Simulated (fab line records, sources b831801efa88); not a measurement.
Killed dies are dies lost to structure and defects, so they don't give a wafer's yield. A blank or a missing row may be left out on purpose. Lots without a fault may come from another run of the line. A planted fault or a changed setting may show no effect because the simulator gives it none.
Which tool did it? | flow gf180mcu | 12 lots, 36 wafers sampled, at 6 steps of a route of 602

WHAT THE GAUGES READ, wafer by wafer
GF_HV_LDD_CD_MEAS_46: target cd 400 nm. Usual: cd_nm 399.0 nm, standard deviation 2.4.
lot  | measured     | on        | cd_nm (nm)        | flag
L462 | day 12 08:16 | cd_sem-02 | 396.8 395.4 396.0 |
L463 | day 12 18:14 | cd_sem-01 | 395.2 397.6 397.2 |
L464 | day 12 23:47 | cd_sem-02 | 402.8 403.0 401.5 |
L465 | day 13 06:26 | cd_sem-02 | 400.2 401.8 400.0 |
L474 | day 16 10:33 | cd_sem-02 | 401.0 401.3 398.6 |
L473 | day 16 12:20 | cd_sem-02 | 397.9 396.6 395.9 |
L478 | day 17 20:41 | cd_sem-01 | 400.1 400.3 401.3 |
L482 | day 19 01:52 | cd_sem-02 | 403.5 402.8 404.5 |
L481 | day 19 02:11 | cd_sem-02 | 401.1 401.2 400.7 |
L483 | day 19 10:33 | cd_sem-02 | 400.9 398.1 398.3 |
L484 | day 19 15:25 | cd_sem-01 | 399.2 399.7 399.8 |
L485 | day 20 01:14 | cd_sem-02 | 395.8 397.8 396.2 |

GF_SALICIDE_RS_MEAS_04: measures by four-point-probe. Usual: SALICIDE_TIN_RS 16.4 ohm/sq, standard deviation 0.31.
lot  | measured     | on            | SALICIDE_TIN_RS (ohm/sq)      | flag
L462 | day 14 23:52 | film_metro-01 | 16.5 16.7 16.2                |
L463 | day 15 10:17 | film_metro-01 | 16.3 15.7 16.4                |
L464 | day 15 16:57 | film_metro-04 | 16.1 16.2 16.2                |
L465 | day 15 23:22 | film_metro-01 | 16.6 16.7 16.2                |
L474 | day 19 14:59 | film_metro-01 | 26.6 26.1 27.1 26.7 26.1 27.1 | OFF
L473 | day 19 15:47 | film_metro-02 | 26.2 28.0 27.6 26.1 28.0 27.6 | OFF
L478 | day 21 03:23 | film_metro-04 | 16.7 16.9 16.7                |
L482 | day 22 07:25 | film_metro-01 | 16.1 16.0 16.0                |
L481 | day 22 09:32 | film_metro-04 | 16.4 15.9 16.2                |
L483 | day 22 15:42 | film_metro-04 | 16.5 16.6 16.7                |
L484 | day 22 19:49 | film_metro-01 | 16.6 16.1 16.5                |
L485 | day 23 04:45 | film_metro-01 | 16.3 16.1 15.9                |

GF_SALICIDE_THK_MEAS_05: measures by xrf. Usual: SALICIDE_TIN_THK 20.23 nm, standard deviation 0.24.
lot  | measured     | on            | SALICIDE_TIN_THK (nm)               | flag
L462 | day 14 23:59 | film_metro-01 | 19.96 20.13 19.83                   |
L463 | day 15 10:25 | film_metro-01 | 19.97 20.27 20.55                   |
L464 | day 15 17:04 | film_metro-04 | 20.18 20.00 19.73                   |
L465 | day 15 23:29 | film_metro-01 | 20.05 20.38 20.23                   |
L474 | day 19 18:26 | film_metro-01 | <0.00 <0.00 <0.00 <0.00 <0.00 <0.00 | OFF
L473 | day 19 21:17 | film_metro-02 | <0.00 <0.00 <0.00 <0.00 <0.00 <0.00 | OFF
L478 | day 21 03:29 | film_metro-04 | 20.15 19.47 19.99                   |
L482 | day 22 07:31 | film_metro-01 | 20.24 20.32 20.34                   |
L481 | day 22 09:38 | film_metro-04 | 20.64 20.53 20.49                   |
L483 | day 22 15:49 | film_metro-04 | 20.56 20.33 20.57                   |
L484 | day 22 19:56 | film_metro-01 | 20.23 20.23 20.42                   |
L485 | day 23 04:51 | film_metro-01 | 20.77 20.19 20.77                   |

GF_CONTACT_OVL_MEAS_15. Usual: CONTACT_OVL 1 nm, standard deviation 5.2.
lot  | measured     | on         | CONTACT_OVL (nm) | flag
L462 | day 15 22:43 | overlay-02 | 1 5 2            |
L463 | day 16 09:27 | overlay-01 | -3 7 2           |
L464 | day 16 16:22 | overlay-02 | -4 4 1           |
L465 | day 16 22:57 | overlay-02 | -11 -8 -4        |
L478 | day 22 04:34 | overlay-01 | -4 -6 1          |
L482 | day 23 07:25 | overlay-02 | 13 2 1           |
L481 | day 23 09:37 | overlay-01 | 4 -3 -3          |
L483 | day 23 15:23 | overlay-02 | 2 -5 1           |
L484 | day 23 20:09 | overlay-02 | -10 -3 -4        |
L485 | day 24 04:34 | overlay-01 | 6 0 3            |

WHICH TOOL RAN EACH LOT (tool, then ch and the chambers of the sampled wafers, then the start)
lot  | GF_SALICIDE_SPUTTER_03       | GF_SALICIDE_RTA_06
L462 | pvd_sputter-02, day 14 23:50 | rtp_anneal-02 ch 0, day 15 00:03
L463 | pvd_sputter-01, day 15 10:16 | rtp_anneal-02 ch 0, day 15 10:28
L464 | pvd_sputter-01, day 15 16:56 | rtp_anneal-01 ch 0, day 15 17:08
L465 | pvd_sputter-03, day 15 23:21 | rtp_anneal-01 ch 0, day 15 23:33
L474 | pvd_sputter-02, day 19 14:53 | -
L473 | pvd_sputter-01, day 19 15:41 | -
L478 | pvd_sputter-03, day 21 03:19 | rtp_anneal-02 ch 0, day 21 03:33
L482 | pvd_sputter-02, day 22 07:22 | rtp_anneal-02 ch 0, day 22 07:35
L481 | pvd_sputter-01, day 22 09:28 | rtp_anneal-02 ch 0, day 22 09:42
L483 | pvd_sputter-01, day 22 15:41 | rtp_anneal-02 ch 0, day 22 15:53
L484 | pvd_sputter-01, day 22 19:47 | rtp_anneal-02 ch 0, day 22 20:00
L485 | pvd_sputter-01, day 23 04:41 | rtp_anneal-01 ch 0, day 23 04:55
- GF_SALICIDE_SPUTTER_03: material TiN, target thk 20 nm, time 16.7 s.
- GF_SALICIDE_RTA_06: time 30 s.

WHAT THE TOOLS THEMSELVES READ (means of the sampled wafers that have a number; where no wafer has one, the mark that the record gives instead)
GF_SALICIDE_SPUTTER_03. Usual: cathode_dc_power_W 6500.1 W, standard deviation 1.2; chamber_pressure_pa 0.3999 Pa, standard deviation 0.00073; throttle_valve_pct 29.7 %, standard deviation 1.1.
lot  | tool           | cathode_dc_power_W (W) | chamber_pressure_pa (Pa) | throttle_valve_pct (%) | flag
L462 | pvd_sputter-02 | 6500.2                 | 0.3990                   | 30.4                   |
L463 | pvd_sputter-01 | 6500.4                 | 0.3994                   | 28.8                   |
L464 | pvd_sputter-01 | 6500.6                 | 0.4002                   | 28.8                   |
L465 | pvd_sputter-03 | 6499.9                 | 0.4007                   | 29.8                   |
L474 | pvd_sputter-02 | -                      | -                        | -                      | OFF
L473 | pvd_sputter-01 | -                      | -                        | -                      | OFF
L478 | pvd_sputter-03 | 6499.7                 | 0.3998                   | 29.8                   |
L482 | pvd_sputter-02 | 6499.8                 | 0.4002                   | 30.7                   |
L481 | pvd_sputter-01 | 6499.6                 | 0.4004                   | 28.9                   |
L483 | pvd_sputter-01 | 6500.0                 | 0.3990                   | 30.4                   |
L484 | pvd_sputter-01 | 6499.8                 | 0.3997                   | 29.7                   |
L485 | pvd_sputter-01 | 6501.3                 | 0.3995                   | 29.5                   |

GF_SALICIDE_RTA_06. Usual: lamp_power_pct 6.19 %, standard deviation 0.12; wafer_temp_C_max 532.8, standard deviation 0.61.
lot  | tool          | lamp_power_pct (%) | wafer_temp_C_max | flag
L462 | rtp_anneal-02 | 6.08               | 532.6            |
L463 | rtp_anneal-02 | 6.07               | 532.0            |
L464 | rtp_anneal-01 | 6.31               | 533.4            |
L465 | rtp_anneal-01 | 6.32               | 532.5            |
L478 | rtp_anneal-02 | 6.08               | 533.4            |
L482 | rtp_anneal-02 | 6.08               | 533.3            |
L481 | rtp_anneal-02 | 6.07               | 532.7            |
L483 | rtp_anneal-02 | 6.07               | 533.0            |
L484 | rtp_anneal-02 | 6.08               | 532.3            |
L485 | rtp_anneal-01 | 6.32               | 532.4            |

THE ANSWER, worked out from the rows above alone
Rule: a lot is off if the mean of its wafers that have a number lies more than 3 standard deviations from the usual mean. A lot without any number at a reading at which 4 lots or more have one is off too. The other lots that the step has rows for count as sound. The gauges are gone through in route order, then the tools' own readings, and for those a lot's mean is taken as printed above. The first step at which some lot is off is used, and at that step the reading that is off furthest; a lot without a number counts as furthest.
Off: L474, L473, at GF_SALICIDE_RS_MEAS_04 (SALICIDE_TIN_RS).
A tool fits if, at a process step before that reading, it ran every lot that is off, and no sound lot after the first of them. The gauges at GF_SALICIDE_RS_MEAS_04 aren't tried: what is off there is off at GF_SALICIDE_SPUTTER_03 too, on other tools, and a gauge's error can't cause that. None of those tried fits.

WHAT THE SIMULATOR HAD PUT IN
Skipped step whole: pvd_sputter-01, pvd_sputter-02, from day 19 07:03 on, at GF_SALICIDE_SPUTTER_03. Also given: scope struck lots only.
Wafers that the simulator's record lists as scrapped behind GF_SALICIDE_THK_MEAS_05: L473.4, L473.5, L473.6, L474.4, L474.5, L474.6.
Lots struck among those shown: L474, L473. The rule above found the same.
